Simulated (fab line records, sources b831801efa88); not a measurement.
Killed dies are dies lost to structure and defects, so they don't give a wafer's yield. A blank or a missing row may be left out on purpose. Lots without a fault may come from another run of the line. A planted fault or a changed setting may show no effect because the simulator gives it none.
Which tool did it? | flow sky130 | 14 lots, 42 wafers sampled, at 5 steps of a route of 708

WHAT THE GAUGES READ, wafer by wafer
SKY_VT_ADJUST_LVTN_OVL_MEAS_18. Usual: VT_ADJUST_LVTN_01_OVL 0.3 nm, standard deviation 1.4.
lot  | measured     | on         | VT_ADJUST_LVTN_01_OVL (nm) | flag
L824 | day 7 18:43  | overlay-01 | 1.8 2.7 1.2                |
L825 | day 7 21:30  | overlay-02 | 0.7 -0.3 -0.7              |
L826 | day 8 05:20  | overlay-02 | 0.4 1.2 0.8                |
L827 | day 8 11:11  | overlay-02 | 0.2 1.3 0.6                |
L828 | day 8 17:06  | overlay-02 | 0.7 -1.5 -0.4              |
L829 | day 9 01:21  | overlay-01 | -2.0 -1.3 -1.7             |
L831 | day 9 17:43  | overlay-01 | 1.0 0.4 -0.2               |
L832 | day 9 23:27  | overlay-02 | 0.8 0.4 0.2                |
L841 | day 12 12:32 | overlay-02 | -0.5 -1.9 1.4              |
L842 | day 12 18:38 | overlay-01 | -0.7 -1.0 0.0              |
L844 | day 13 15:03 | overlay-01 | 0.5 1.9 2.1                |
L845 | day 13 22:38 | overlay-01 | 3.7 1.2 3.9                |
L846 | day 14 07:46 | overlay-01 | -1.7 -0.6 -0.6             |
L847 | day 14 09:56 | overlay-01 | 0.8 1.7 1.0                |

SKY_VT_ADJUST_NCORE_TW_MEAS_11. Usual: VT_ADJUST_NCORE_TW 217.0, standard deviation 1.6.
lot  | measured     | on            | VT_ADJUST_NCORE_TW | flag
L824 | day 8 14:45  | film_metro-01 | 216.1 216.5 215.6  |
L825 | day 8 18:05  | film_metro-03 | 217.8 216.4 217.0  |
L826 | day 9 02:55  | film_metro-03 | 215.2 215.1 215.1  |
L827 | day 9 08:48  | film_metro-03 | 215.0 215.2 216.4  |
L828 | day 9 15:04  | film_metro-03 | 214.9 216.2 213.8  |
L829 | day 10 00:09 | film_metro-01 | 216.9 217.1 218.1  |
L831 | day 10 17:35 | film_metro-03 | 217.9 217.4 217.9  |
L832 | day 10 23:04 | film_metro-01 | 216.8 217.7 218.4  |
L841 | day 13 14:16 | film_metro-03 | 29.5 29.8 29.5     | OFF
L842 | day 13 21:16 | film_metro-03 | 29.5 29.6 29.5     | OFF
L844 | day 14 18:08 | film_metro-01 | 217.0 216.6 215.7  |
L845 | day 15 01:34 | film_metro-03 | 216.9 216.1 216.5  |
L846 | day 15 10:37 | film_metro-01 | 218.0 216.8 217.3  |
L847 | day 15 13:10 | film_metro-01 | 217.7 217.3 218.0  |

SKY_SONOS_ONO_THK_MEAS_01. Usual: SONOS_ONO_OXIDATION_THK 2.63 nm, standard deviation 0.056.
lot  | measured     | on            | SONOS_ONO_OXIDATION_THK (nm) | flag
L824 | day 11 12:05 | film_metro-02 | 2.56 2.78 2.60               |
L825 | day 11 16:11 | film_metro-03 | 2.73 2.62 2.66               |
L826 | day 12 02:23 | film_metro-03 | 2.58 2.60 2.48               |
L827 | day 12 10:22 | film_metro-01 | 2.60 2.65 2.61               |
L828 | day 12 14:46 | film_metro-03 | 2.65 2.61 2.57               |
L829 | day 13 02:02 | film_metro-03 | 2.65 2.64 2.60               |
L831 | day 13 21:56 | film_metro-03 | 2.62 2.64 2.65               |
L832 | day 14 03:41 | film_metro-02 | 2.70 2.70 2.80               |
L844 | day 18 11:25 | film_metro-02 | 2.61 2.67 2.70               |
L845 | day 18 17:02 | film_metro-01 | 2.64 2.68 2.65               |
L846 | day 19 04:17 | film_metro-03 | 2.62 2.65 2.61               |
L847 | day 19 06:29 | film_metro-03 | 2.57 2.60 2.55               |

SKY_SONOS_ONO_THK_MEAS_03. Usual: SONOS_ONO_CVD_02_THK 10.72 nm, standard deviation 0.14.
lot  | measured     | on            | SONOS_ONO_CVD_02_THK (nm) | flag
L824 | day 11 13:12 | film_metro-03 | 10.65 10.46 10.56         |
L825 | day 11 17:17 | film_metro-01 | 10.56 10.62 10.59         |
L826 | day 12 04:09 | film_metro-03 | 10.66 10.71 10.76         |
L827 | day 12 11:45 | film_metro-01 | 10.61 10.55 10.63         |
L828 | day 12 17:37 | film_metro-01 | 10.63 10.62 10.60         |
L829 | day 13 03:08 | film_metro-02 | 11.06 10.80 10.76         |
L831 | day 14 00:51 | film_metro-03 | 10.84 10.76 10.77         |
L832 | day 14 05:20 | film_metro-01 | 10.69 10.58 10.68         |
L844 | day 18 13:48 | film_metro-01 | 10.61 10.64 10.57         |
L845 | day 18 19:57 | film_metro-01 | 11.01 10.98 11.06         |
L846 | day 19 07:03 | film_metro-01 | 10.87 10.83 10.89         |
L847 | day 19 08:05 | film_metro-03 | 10.84 10.86 10.69         |

WHICH TOOL RAN EACH LOT (tool, then ch and the chambers of the sampled wafers, then the start)
lot  | SKY_VT_ADJUST_NCORE_IMPLANT_09
L824 | implanter-01 ch 0, day 8 14:32
L825 | implanter-01 ch 0, day 8 17:51
L826 | implanter-03 ch 0, day 9 02:40
L827 | implanter-03 ch 0, day 9 08:33
L828 | implanter-03 ch 0, day 9 14:50
L829 | implanter-02 ch 0, day 9 23:54
L831 | implanter-01 ch 0, day 10 17:20
L832 | implanter-02 ch 0, day 10 22:49
L841 | implanter-03, day 13 14:02
L842 | implanter-03, day 13 21:03
L844 | implanter-01 ch 0, day 14 17:55
L845 | implanter-03 ch 0, day 15 01:20
L846 | implanter-01 ch 0, day 15 10:24
L847 | implanter-02 ch 0, day 15 12:56
- SKY_VT_ADJUST_NCORE_IMPLANT_09

WHAT THE TOOLS THEMSELVES READ (means of the sampled wafers that have a number; where no wafer has one, the mark that the record gives instead)
SKY_VT_ADJUST_NCORE_IMPLANT_09. Usual: beam_energy_keV 10.000, standard deviation 0.0032; beam_on_s 10.01 s, standard deviation 0.2; faraday_current_uA 13.53, standard deviation 0.26.
lot  | tool         | beam_energy_keV | beam_on_s (s) | faraday_current_uA | flag
L824 | implanter-01 | 9.997           | 10.25         | 13.21              |
L825 | implanter-01 | 10.003          | 9.91          | 13.63              |
L826 | implanter-03 | 9.999           | 10.16         | 13.33              |
L827 | implanter-03 | 9.999           | 9.78          | 13.85              |
L828 | implanter-03 | 9.999           | 10.07         | 13.47              |
L829 | implanter-02 | 10.003          | 9.92          | 13.65              |
L831 | implanter-01 | 10.004          | 10.12         | 13.40              |
L832 | implanter-02 | 10.001          | 9.92          | 13.64              |
L841 | implanter-03 | -               | -             | -                  | OFF
L842 | implanter-03 | -               | -             | -                  | OFF
L844 | implanter-01 | 10.002          | 10.26         | 13.18              |
L845 | implanter-03 | 10.004          | 10.03         | 13.50              |
L846 | implanter-01 | 10.001          | 9.88          | 13.69              |
L847 | implanter-02 | 9.997           | 10.02         | 13.49              |

THE ANSWER, worked out from the rows above alone
Rule: a lot is off if the mean of its wafers that have a number lies more than 3 standard deviations from the usual mean. A lot without any number at a reading at which 4 lots or more have one is off too. The other lots that the step has rows for count as sound. The gauges are gone through in route order, then the tools' own readings, and for those a lot's mean is taken as printed above. The first step at which some lot is off is used, and at that step the reading that is off furthest; a lot without a number counts as furthest.
Off: L841, L842, at SKY_VT_ADJUST_NCORE_TW_MEAS_11 (VT_ADJUST_NCORE_TW).
A tool fits if, at a process step before that reading, it ran every lot that is off, and no sound lot after the first of them. The gauges at SKY_VT_ADJUST_NCORE_TW_MEAS_11 aren't tried: what is off there is off at SKY_VT_ADJUST_NCORE_IMPLANT_09 too, on other tools, and a gauge's error can't cause that. None of those tried fits.

WHAT THE SIMULATOR HAD PUT IN
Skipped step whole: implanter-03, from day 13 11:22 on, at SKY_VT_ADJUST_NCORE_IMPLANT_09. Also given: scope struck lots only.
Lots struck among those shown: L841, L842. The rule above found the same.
